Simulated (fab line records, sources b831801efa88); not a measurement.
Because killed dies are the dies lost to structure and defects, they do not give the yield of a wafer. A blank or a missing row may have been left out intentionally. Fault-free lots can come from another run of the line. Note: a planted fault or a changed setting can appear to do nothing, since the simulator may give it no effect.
Struck lot and sound lot, side by side :: flow sky130 :: 17 out of 708 route steps
Sound: these wafers, L525.2, L525.4, L525.5. Wafers L534.2, L534.5, L534.6 were the ones struck. The cause is named last.
Each step with rows lists, per side, the tool, then ch with its chambers, then its first start. Under that, the readings that differ: sound wafers :: struck wafers :: difference of the means :: sigmas: that difference in standard deviations of wafers without a fault.
alike: readings whose means differ by less than 2 such deviations, and words and numbers that are the same on both sides. not compared: withheld readings, readings that some wafer has no value for, bounds like >300 that may hide the same value, and numbers for which the record gives no deviation and whose values overlap.
Wherever a step has rows on one side only, a row that says differs or no value, or a row with sigmas, the two part there. When numbers do not overlap yet have no deviation, they are printed without sigmas and do not part them. A reading that every wafer of one side lacks parts them only if that side has two wafers or more.

first, 2 steps without rows for these wafers: SKY_LOCAL_INTERCONNECT_PEB_09; SKY_LOCAL_INTERCONNECT_DEVELOP_10 (develop time 60 s).
SKY_LOCAL_INTERCONNECT_CD_MEAS_11: target cd 170 nm.
  struck on cdSem-02, day 34 05:52; sound on cdSem-02, day 31 04:04
  alike: cdNm
SKY_LOCAL_INTERCONNECT_OVL_MEAS_12:
  struck on overlay-01, day 34 05:58; sound on overlay-02, day 31 04:10
  alike: LOCAL_INTERCONNECT_OVL
SKY_LOCAL_INTERCONNECT_ETCH_13: etches BARC in N2/H2, stops on SiO2, time 45.9 s, target depth 60 nm.
  sound on rieMetal-01 ch 0,1, day 31 04:11; struck on rieMetal-04 ch 0,1, day 34 05:59
  alike: drypumpMotorCurrentA, heBacksideLeakSccm, oesProductAu, throttleValvePct
  not compared: rfHoursCounterH
SKY_LOCAL_INTERCONNECT_METAL_ETCH_14: etches TiN in Cl2/BCl3, stops on PSG, target depth 110 nm, time 31.4 s.
  sound on rieMetal-01 ch 0,1, day 31 04:16; struck on rieMetal-04 ch 0,1, day 34 06:04
  alike: drypumpMotorCurrentA, heBacksideLeakSccm, oesProductAu, throttleValvePct
  not compared: rfHoursCounterH
SKY_LOCAL_INTERCONNECT_STRIP_15: strips in O2/N2.
  sound on plasmaAsher-02 ch 0,1, day 31 04:19; struck on plasmaAsher-03 ch 0,1, day 34 06:07
  alike: drypumpMotorCurrentA, oesProductAu, stripTimeToEndpointS
  not compared: rfHoursCounterH
then, 3 steps without rows for these wafers: SKY_LOCAL_INTERCONNECT_STRIP_16 (strips in post etch residue remover, time 1200 s); SKY_LOCAL_INTERCONNECT_CLEAN_17 (cleans in IPA, time 180 s); SKY_LOCAL_INTERCONNECT_CLEAN_18 (cleans in O3/DIW).
SKY_CONTACT_CVD_00: deposits Si3N4, target thk 75 nm.
  sound on pecvd-02 ch 0,1, day 31 04:55; struck on pecvd-04 ch 0,2, day 34 06:42
  alike: heaterPowerW
SKY_CONTACT_THK_MEAS_01:
  struck on filmMetro-04, day 34 06:44; sound on filmMetro-04, day 31 04:57
  alike: CONTACT_CVD_00_THK
SKY_CONTACT_HDPCVD_02: deposits SiO2, target thk 565 nm, time 94.2 s.
  sound on hdpcvd-02 ch 0,1, day 31 05:00; struck on hdpcvd-01 ch 0,1, day 34 06:47
reading: runLengthS (s)
sound: 123.0 123.5 122.8
struck: 116.2 116.9 115.9
difference: -6.8
sigmas: -8

reading: model.SiO2_of_CONTACT_HDPCVD_02.thkNm (nm)
sound: 559.2 560.6 574.5
struck: 535.5 534.3 532.3
difference: -30.7
sigmas: 
SKY_CONTACT_THK_MEAS_03:
  struck on filmMetro-03, day 34 06:52; sound on filmMetro-01, day 31 05:05
reading: CONTACT_HDPCVD_THK (nm)
sound: 559 561 575
struck: 535 535 532
difference: -31
sigmas: -4
SKY_CONTACT_CMP_04: polishes SiO2.
  sound on cmp-02 ch 1,3, day 31 05:08; struck on cmp-02 ch 2,3, day 34 06:58
reading: timeToEndpointS (s)
sound: 79 78 85
struck: 74 68 69
difference: -10
sigmas: -3
  alike: motorCurrentA
SKY_CONTACT_BOW_MEAS_05:
  struck on filmMetro-01, day 34 07:14; sound on filmMetro-03, day 31 05:27
  alike: CONTACT_BOW
-- the record jumps here: 14 days lie between the struck wafers' starts before and after (it left off in module CONTACT and takes up again in module PAD_OPEN, whose first step shown is number 708 of the route) --
SKY_PAD_OPEN_PROBE_99:
  struck on prober-02, day 48 13:53; sound on prober-01, day 46 09:44
  alike: killed_at_M0_to_M3, killed_at_M4_up, killedAtContacts, killedAtFrontEnd, killedAtOther, killedDies, killedOpen, killedShort

## WHERE THEY PART
Earliest at SKY_CONTACT_HDPCVD_02; latest, in this record, at SKY_CONTACT_CMP_04. Later steps at which nothing parts them and some readings are alike: SKY_CONTACT_BOW_MEAS_05, SKY_PAD_OPEN_PROBE_99.

WHY: what the simulator had put in
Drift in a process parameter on hdpcvd-01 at SKY_CONTACT_HDPCVD_02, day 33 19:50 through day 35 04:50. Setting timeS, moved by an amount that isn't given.
